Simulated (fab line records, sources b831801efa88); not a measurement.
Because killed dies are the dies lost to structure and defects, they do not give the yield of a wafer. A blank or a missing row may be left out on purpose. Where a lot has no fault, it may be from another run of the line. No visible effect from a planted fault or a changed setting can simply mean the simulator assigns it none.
Which tool is to blame?    flow sky130    Sampling: 12 lots, 36 wafers, 4 of 708 route steps

## WHAT THE GAUGES READ, wafer by wafer
SKY_GATE_OXIDE_OVL_MEAS_10.
lot   measured      on          GATE_OXIDE_OVL (nm)
L573  day 14 05:24  overlay-01  -1.9 -0.8 -1.3
L575  day 14 19:02  overlay-02  0.2 1.6 0.5
L581  day 16 17:38  overlay-02  2.1 -0.4 -0.6
L583  day 17 11:51  overlay-01  2.0 0.5 1.1
L585  day 18 06:23  overlay-01  2.1 0.8 0.6
L587  day 19 10:15  overlay-02  0.4 -0.4 -1.0
L588  day 19 12:50  overlay-01  -0.7 3.4 0.8
L591  day 20 18:01  overlay-02  0.2 -0.1 0.3
L592  day 21 01:52  overlay-01  -0.2 -1.9 -0.4
L593  day 21 04:21  overlay-01  -0.7 1.5 0.3
L594  day 21 15:28  overlay-01  1.4 1.3 0.2
L595  day 21 20:02  overlay-01  0.5 -0.2 0.7

SKY_LDD_P_CD_MEAS_07: the cd target is 380 nm.
lot   measured      on         cd-nm (nm)
L573  day 19 09:11  cd-sem-02  375.0 378.9 376.6
L575  day 20 02:32  cd-sem-02  379.9 379.2 378.6
L581  day 22 05:27  cd-sem-02  380.8 382.8 382.3
L583  day 22 22:34  cd-sem-01  379.0 380.3 377.8
L585  day 23 19:50  cd-sem-02  373.7 377.3 374.1
L587  day 24 22:13  cd-sem-02  379.6 379.1 380.5
L588  day 24 23:29  cd-sem-01  378.3 377.6 376.4
L591  day 26 04:24  cd-sem-02  381.4 381.9 383.1
L592  day 26 11:33  cd-sem-02  380.6 382.5 381.9
L593  day 26 11:47  cd-sem-01  382.2 383.3 383.5
L594  day 26 20:13  cd-sem-02  380.7 381.3 381.9
L595  day 27 01:09  cd-sem-02  379.8 378.5 379.3

## WHICH TOOL RAN EACH LOT (tool, then ch and the chambers of the sampled wafers, then the start)
lot   SKY_LDD_N_IMPLANT_10             SKY_LDD_N_STRIP_16
L573  implanter-03 ch 0, day 18 01:48  plasma-asher-01 ch 0,1, day 18 02:41
L575  implanter-01 ch 0, day 18 18:38  plasma-asher-02 ch 0,1, day 18 19:32
L581  implanter-01 ch 0, day 20 21:31  plasma-asher-02 ch 0,1, day 20 22:25
L583  implanter-01 ch 0, day 21 15:46  plasma-asher-01 ch 0,1, day 21 16:39
L585  implanter-03 ch 0, day 22 12:49  plasma-asher-03 ch 0,1, day 22 13:43
L587  implanter-02 ch 0, day 23 15:25  plasma-asher-01 ch 0,1, day 23 16:19
L588  implanter-01 ch 0, day 23 16:41  plasma-asher-02 ch 0,1, day 23 17:34
L591  implanter-03 ch 0, day 24 22:07  plasma-asher-03 ch 0,1, day 24 23:00
L592  implanter-01 ch 0, day 25 05:09  plasma-asher-03 ch 0,1, day 25 06:01
L593  implanter-03 ch 0, day 25 05:54  plasma-asher-02 ch 0,1, day 25 06:47
L594  implanter-02 ch 0, day 25 15:02  plasma-asher-02 ch 0,1, day 25 15:55
L595  implanter-02 ch 0, day 25 19:41  plasma-asher-01 ch 0,1, day 25 20:35
- SKY_LDD_N_IMPLANT_10
- SKY_LDD_N_STRIP_16: strips in O2/N2.

## WHAT THE TOOLS THEMSELVES READ (means of the sampled wafers that have a number; where no wafer has one, the mark that the record gives instead)
SKY_LDD_N_IMPLANT_10.
lot   tool          dose-ions-cm2  faraday-current-uA
L573  implanter-03  7.5e+13        419
L575  implanter-01  7.5e+13        423
L581  implanter-01  5.5e+13        308
L583  implanter-01  5.5e+13        312
L585  implanter-03  7.5e+13        425
L587  implanter-02  7.5e+13        429
L588  implanter-01  7.5e+13        420
L591  implanter-03  7.5e+13        425
L592  implanter-01  7.5e+13        421
L593  implanter-03  7.5e+13        421
L594  implanter-02  7.5e+13        425
L595  implanter-02  7.5e+13        424

SKY_LDD_N_STRIP_16.
lot   tool             drypump-motor-current-A (A)  n2-flow-sccm (sccm)  oes-product-au (a.u.)  strip-time-to-endpoint-s (s)
L573  plasma-asher-01  5.6                          300.2                0.403                  4.318
L575  plasma-asher-02  5.9                          300.2                0.401                  4.312
L581  plasma-asher-02  5.9                          299.8                0.409                  4.272
L583  plasma-asher-01  5.7                          300.7                0.402                  4.262
L585  plasma-asher-03  5.8                          300.1                0.410                  4.326
L587  plasma-asher-01  5.6                          299.0                0.404                  4.318
L588  plasma-asher-02  5.4                          299.9                0.401                  4.319
L591  plasma-asher-03  5.3                          301.1                0.401                  4.290
L592  plasma-asher-03  5.3                          300.7                0.404                  4.319
L593  plasma-asher-02  5.4                          298.7                0.408                  4.337
L594  plasma-asher-02  5.9                          300.3                0.405                  4.327
L595  plasma-asher-01  5.6                          300.3                0.410                  4.310

## THE ANSWER, worked out from the rows above alone
Rule: usual is defined by the lots themselves. Put in order of their means at a reading, lots are off if they are a third of the lots or fewer, leave a main group of 4 or more, and stand apart from it by a gap of 3 or more times the standard deviation of the main group's means; of several such gaps the widest counts. Not used: any main group whose means are identical at the precision the tables above print for the reading. A lot without any number at a reading at which 4 lots or more have one is off too. Any other lot the step has rows for is counted as sound. The gauges are gone through in route order, then the tools' own readings, and for those a lot's mean is taken as printed above. The first step at which some lot is off is used, and at that step the reading that is off furthest; a lot without a number counts as furthest.
Off: L581, L583 (SKY_LDD_N_IMPLANT_10, faraday-current-uA). The main group has a mean of 423 with a standard deviation of 2.9.
If a tool, at that step or one of the process steps before it, ran each lot that is off and ran no sound lot following the first of them, it fits. None of those tried fits.

## WHAT HAD BEEN PUT IN BY THE SIMULATOR
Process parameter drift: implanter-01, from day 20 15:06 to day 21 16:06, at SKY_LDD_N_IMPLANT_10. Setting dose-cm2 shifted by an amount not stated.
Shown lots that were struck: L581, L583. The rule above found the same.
